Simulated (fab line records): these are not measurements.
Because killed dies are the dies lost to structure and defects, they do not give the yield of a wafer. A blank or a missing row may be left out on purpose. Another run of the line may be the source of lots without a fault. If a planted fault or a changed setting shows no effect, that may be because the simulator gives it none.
fab line records | flow sky130 | part 2 of 2: steps 29 to 40 of 40
record: lots: 5 | wafers: 15 | last_day: 51
route steps=708 shown SD_P@359 RES_XHIGH@360 SALICIDE@361 LI_CONTACT@362 LOCAL_INTERCONNECT@387
lots that met no fault: taken from a fault-free run of the same line
start_h: hours from the record's opening day to when the first of the lot's shown wafers began | wait_h: time in hours since the lot's previous step | " unchanged from the row above | L1.1+2: one row covering several wafers at once | - no value present, or no start provided | * or withheld: withheld | < > ~ a bound
route shown NAME@n: NAME is a module with steps in the file, n the number in the route of the first one | usual: average and standard deviation across the fault-free wafers | same: alike in all rows | chamber/n: place in a boat | sites: each site's reading | _std_site: standard deviation across them | _edge_site: inner sites' mean taken away from outer sites' mean | radius_mm: for every site, how far away it sits from the centre of the wafer | mask NAME#n: copy n | behind: the most recent tool/chamber to have shaped the wafer | hold: why the lot was held/for how many hours/how that ended | device: the n, p or np transistor that did not switch | end of line: tests run on the same wafers once the route is complete | a step given without rows: its recipe and nothing more | killed: not the wafer's yield, but the dies lost to structure and defects at the first sort | map: a wafer's dies, x killed, . not, _ none there
set.NAME: the setting that was run; set.NAME@STEP: the one run at that earlier step | model.NAME: the simulator's own value behind a step, which no gauge read
certain route steps with their lots: each step a table, each wafer a row
services: when a tool's chamber went out of use (start_h, in hours from the record's first day, below 0 if earlier), for how many hours, and the reason
== steps ==
step: SKY_LOCAL_INTERCONNECT_SPUTTER_00
recipe: material: TiN | target_thk_nm: 100 | temp_c: 300 | power_w: 6500 | time_s: 83.3 | chamber_pressure_pa: 0.4
usual: substrate_temp_c: 300.00/0.21 | throttle_valve_pct: 29.6/1.3
lot.wafer | tool           | chamber | start_h | wait_h | substrate_temp_c | throttle_valve_pct
L074.2    | pvd_sputter-03 | -       | 706.46  | 0.2    | 300.33           | 31.0
L074.4    | "              | -       | "       | "      | 300.27           | 27.5
L074.6    | "              | -       | "       | "      | 300.18           | 30.0
L093.3    | pvd_sputter-04 | -       | 866.82  | 0.1    | 300.44           | 29.9
L093.4    | "              | -       | "       | "      | 300.14           | 32.1
L093.5    | "              | -       | "       | "      | 300.11           | 30.0
L095.3    | pvd_sputter-03 | -       | 869.16  | 0.1    | 299.50           | 30.8
L095.4    | "              | -       | "       | "      | 300.37           | 27.6
L095.6    | "              | -       | "       | "      | 299.92           | 30.0
L091.1    | pvd_sputter-04 | -       | 869.46  | 0.1    | 300.28           | 29.7
L091.2    | "              | -       | "       | "      | 299.88           | 31.9
L091.3    | "              | -       | "       | "      | 299.61           | 29.3
L097.3    | pvd_sputter-03 | -       | 872.82  | 0.2    | 299.95           | 28.9
L097.4    | "              | -       | "       | "      | 300.37           | 30.8
L097.5    | "              | -       | "       | "      | 300.05           | 30.7
step: SKY_LOCAL_INTERCONNECT_RS_MEAS_01
recipe: thk_meas_gauge: four-point-probe | reads: TiN_of_LOCAL_INTERCONNECT_SPUTTER_00
usual: LOCAL_INTERCONNECT_TIN_RS: 14.07/0.16
lot.wafer | tool          | chamber | start_h | wait_h | LOCAL_INTERCONNECT_TIN_RS[ohm/sq]
L074.2    | film_metro-03 | -       | 706.54  | 0.1    | 14.46
L074.4    | "             | -       | "       | "      | 14.14
L074.6    | "             | -       | "       | "      | 14.27
L093.3    | film_metro-03 | -       | 866.92  | 0.1    | 14.09
L093.4    | "             | -       | "       | "      | 14.22
L093.5    | "             | -       | "       | "      | 14.06
L095.3    | film_metro-01 | -       | 869.26  | 0.1    | 13.88
L095.4    | "             | -       | "       | "      | 13.67
L095.6    | "             | -       | "       | "      | 13.98
L091.1    | film_metro-03 | -       | 869.52  | 0.0    | 13.69
L091.2    | "             | -       | "       | "      | 14.05
L091.3    | "             | -       | "       | "      | 14.10
L097.3    | film_metro-01 | -       | 872.93  | 0.1    | 13.94
L097.4    | "             | -       | "       | "      | 13.95
L097.5    | "             | -       | "       | "      | 14.08
step: SKY_LOCAL_INTERCONNECT_THK_MEAS_02
recipe: thk_meas_gauge: xrf | reads: TiN_of_LOCAL_INTERCONNECT_SPUTTER_00
usual: LOCAL_INTERCONNECT_TIN_THK: 101.4/1.2
lot.wafer | tool          | chamber | start_h | wait_h | LOCAL_INTERCONNECT_TIN_THK[nm]
L074.2    | film_metro-03 | -       | 706.65  | 0.1    | 98.8
L074.4    | "             | -       | "       | "      | 100.9
L074.6    | "             | -       | "       | "      | 100.5
L093.3    | film_metro-03 | -       | 867.02  | 0.1    | 101.7
L093.4    | "             | -       | "       | "      | 100.2
L093.5    | "             | -       | "       | "      | 101.6
L095.3    | film_metro-01 | -       | 869.36  | 0.1    | 102.9
L095.4    | "             | -       | "       | "      | 104.5
L095.6    | "             | -       | "       | "      | 101.6
L091.1    | film_metro-03 | -       | 869.64  | 0.1    | 103.8
L091.2    | "             | -       | "       | "      | 101.3
L091.3    | "             | -       | "       | "      | 101.3
L097.3    | film_metro-01 | -       | 873.03  | 0.1    | 102.3
L097.4    | "             | -       | "       | "      | 101.8
L097.5    | "             | -       | "       | "      | 101.2
step: SKY_LOCAL_INTERCONNECT_DEHYDRATE_03
recipe: temp_c: 200 | time_s: 60
lot.wafer  | tool           | chamber | start_h | wait_h
L074.2+4+6 | litho_track-01 | 0       | 719.76  | 13.1
L093.3+4+5 | litho_track-03 | 0       | 878.14  | 11.1
L095.3+4+6 | litho_track-04 | 0       | 880.18  | 10.8
L091.1+2+3 | litho_track-03 | 0       | 880.34  | 10.7
L097.3+4+5 | litho_track-03 | 0       | 884.49  | 11.4
step: SKY_LOCAL_INTERCONNECT_HMDS_04
recipe: prime_time_s: 60 | prime_temp_c: 120
usual: prime_temp_c: 120.00/0.14
lot.wafer | tool           | chamber | start_h | wait_h | prime_temp_c
L074.2    | litho_track-01 | 0       | 719.91  | 0.1    | 120.15
L074.4    | "              | 0       | "       | "      | 120.21
L074.6    | "              | 0       | "       | "      | 120.08
L093.3    | litho_track-03 | 0       | 878.29  | 0.1    | 120.09
L093.4    | "              | 0       | "       | "      | 120.08
L093.5    | "              | 0       | "       | "      | 119.99
L095.3    | litho_track-04 | 0       | 880.33  | 0.1    | 120.23
L095.4    | "              | 0       | "       | "      | 119.97
L095.6    | "              | 0       | "       | "      | 120.34
L091.1    | litho_track-03 | 0       | 880.49  | 0.1    | 119.99
L091.2    | "              | 0       | "       | "      | 119.88
L091.3    | "              | 0       | "       | "      | 120.02
L097.3    | litho_track-03 | 0       | 884.64  | 0.1    | 119.98
L097.4    | "              | 0       | "       | "      | 120.00
L097.5    | "              | 0       | "       | "      | 120.02
step: SKY_LOCAL_INTERCONNECT_COAT_05
recipe: resist: BARC | temp_c: withheld | time_s: withheld | spin_rpm: 3000 | resist_thk_nm: 60
usual: dispense_pressure_kPa: 49/3.9
lot.wafer | tool           | chamber | start_h | wait_h | dispense_pressure_kPa
L074.2    | litho_track-01 | 0       | 720.06  | 0.1    | 49
L074.4    | "              | 0       | "       | "      | 49
L074.6    | "              | 0       | "       | "      | 49
L093.3    | litho_track-03 | 0       | 878.44  | 0.1    | 46
L093.4    | "              | 0       | "       | "      | 46
L093.5    | "              | 0       | "       | "      | 46
L095.3    | litho_track-04 | 0       | 880.48  | 0.1    | 55
L095.4    | "              | 0       | "       | "      | 55
L095.6    | "              | 0       | "       | "      | 55
L091.1    | litho_track-03 | 0       | 880.64  | 0.1    | 46
L091.2    | "              | 0       | "       | "      | 46
L091.3    | "              | 0       | "       | "      | 46
L097.3    | litho_track-03 | 0       | 884.79  | 0.1    | 46
L097.4    | "              | 0       | "       | "      | 46
L097.5    | "              | 0       | "       | "      | 46
step: SKY_LOCAL_INTERCONNECT_COAT_06
recipe: resist: KrF-thick | spin_rpm: 3000 | resist_thk_nm: 450
usual: dispense_pressure_kPa: 49/3.9
lot.wafer | tool           | chamber | start_h | wait_h | dispense_pressure_kPa
L074.2    | litho_track-01 | 0       | -       | -      | 49
L074.4    | "              | 0       | "       | "      | 49
L074.6    | "              | 0       | "       | "      | 49
L093.3    | litho_track-03 | 0       | -       | -      | 46
L093.4    | "              | 0       | "       | "      | 46
L093.5    | "              | 0       | "       | "      | 46
L095.3    | litho_track-04 | 0       | -       | -      | 55
L095.4    | "              | 0       | "       | "      | 55
L095.6    | "              | 0       | "       | "      | 55
L091.1    | litho_track-03 | 0       | -       | -      | 46
L091.2    | "              | 0       | "       | "      | 46
L091.3    | "              | 0       | "       | "      | 46
L097.3    | litho_track-03 | 0       | -       | -      | 46
L097.4    | "              | 0       | "       | "      | 46
L097.5    | "              | 0       | "       | "      | 46
step: SKY_LOCAL_INTERCONNECT_SOFTBAKE_07
recipe: temp_c: 100 | time_s: 90 | resist: KrF-thick
lot.wafer  | tool           | chamber | start_h | wait_h
L074.2+4+6 | litho_track-01 | 0       | -       | -
L093.3+4+5 | litho_track-03 | 0       | -       | -
L095.3+4+6 | litho_track-04 | 0       | -       | -
L091.1+2+3 | litho_track-03 | 0       | -       | -
L097.3+4+5 | litho_track-03 | 0       | -       | -
step: SKY_LOCAL_INTERCONNECT_EXPOSE_08
recipe: mask_id: LI1M | na: 0.8 | source_shape: annular | sigma_inner: 0.55 | sigma_outer: 0.85 | target_cd_nm: 170 | dose_mj: 28
lot.wafer  | tool           | chamber | start_h | wait_h | mask
L074.2+4+6 | krf_scanner-02 | 0       | -       | -      | LI1M#0
L093.3+4+5 | krf_scanner-02 | 0       | -       | -      | LI1M#0
L095.3+4+6 | krf_scanner-01 | 0       | -       | -      | LI1M#0
L091.1+2+3 | krf_scanner-02 | 0       | -       | -      | LI1M#0
L097.3+4+5 | krf_scanner-02 | 0       | -       | -      | LI1M#0
step: SKY_LOCAL_INTERCONNECT_PEB_09
recipe: peb_temp_c: withheld | peb_time_s: withheld | resist: KrF-thick
lot.wafer  | tool           | chamber | start_h | wait_h
L074.2+4+6 | litho_track-01 | 0       | -       | -
L093.3+4+5 | litho_track-01 | 0       | -       | -
L095.3+4+6 | litho_track-03 | 0       | -       | -
L091.1+2+3 | litho_track-04 | 0       | -       | -
L097.3+4+5 | litho_track-01 | 0       | -       | -
step: SKY_LOCAL_INTERCONNECT_DEVELOP_10
recipe: develop_time_s: 60 | resist: KrF-thick | dev_temp_c: 21
lot.wafer  | tool           | chamber | start_h | wait_h
L074.2+4+6 | litho_track-01 | 0       | -       | -
L093.3+4+5 | litho_track-01 | 0       | -       | -
L095.3+4+6 | litho_track-03 | 0       | -       | -
L091.1+2+3 | litho_track-04 | 0       | -       | -
L097.3+4+5 | litho_track-01 | 0       | -       | -
step: SKY_LOCAL_INTERCONNECT_CD_MEAS_11
recipe: target_cd_nm: 170
usual: cd_nm: 169.7/1.3
lot.wafer | tool      | chamber | start_h | wait_h | cd_nm
L074.2    | cd_sem-01 | -       | 735.30  | -      | 168.1
L074.4    | "         | -       | "       | "      | 169.1
L074.6    | "         | -       | "       | "      | 166.9
L093.3    | cd_sem-02 | -       | 891.82  | -      | 169.8
L093.4    | "         | -       | "       | "      | 171.3
L093.5    | "         | -       | "       | "      | 170.8
L095.3    | cd_sem-02 | -       | 893.48  | -      | 171.1
L095.4    | "         | -       | "       | "      | 170.6
L095.6    | "         | -       | "       | "      | 170.7
L091.1    | cd_sem-01 | -       | 893.58  | -      | 170.8
L091.2    | "         | -       | "       | "      | 172.7
L091.3    | "         | -       | "       | "      | 171.8
L097.3    | cd_sem-02 | -       | 897.72  | -      | 169.9
L097.4    | "         | -       | "       | "      | 170.8
L097.5    | "         | -       | "       | "      | 169.1
== services ==
tool           | chamber | start_h | hours | kind
krf_scanner-02 | -       | 663.09  | 1.3   | pm
rie_diel-02    | 0       | 676.63  | 6.0   | repair
cmp-01         | -       | 703.69  | 6.4   | pm
pvd_sputter-02 | -       | 706.70  | 1.5   | repair
cmp-01         | -       | 712.96  | 0.5   | repair
cmp-01         | -       | 713.68  | 3.9   | repair
rie_diel-02    | -       | 713.73  | 0.7   | repair
krf_scanner-02 | -       | 715.47  | 0.8   | pm
krf_scanner-02 | -       | 730.73  | 1.0   | pm
krf_scanner-02 | -       | 738.80  | 0.7   | repair
rie_diel-01    | 0       | 740.75  | 9.9   | repair
cmp-02         | -       | 744.00  | 4.0   | pm
cmp-01         | -       | 748.00  | 12.3  | pm
pvd_sputter-02 | -       | 760.18  | 3.9   | repair
cmp-01         | -       | 765.25  | 0.7   | repair
cmp-01         | -       | 773.45  | 3.9   | repair
cmp-02         | -       | 777.92  | 2.1   | repair
wet_bench-01   | -       | 788.25  | 4.4   | pm
cmp-02         | -       | 807.99  | 0.5   | repair
pvd_sputter-02 | -       | 817.16  | 2.9   | repair
krf_scanner-02 | -       | 844.77  | 1.3   | pm
pvd_sputter-02 | -       | 854.01  | 5.1   | repair
krf_scanner-02 | -       | 886.43  | 0.8   | pm
cmp-01         | -       | 895.79  | 1.2   | repair
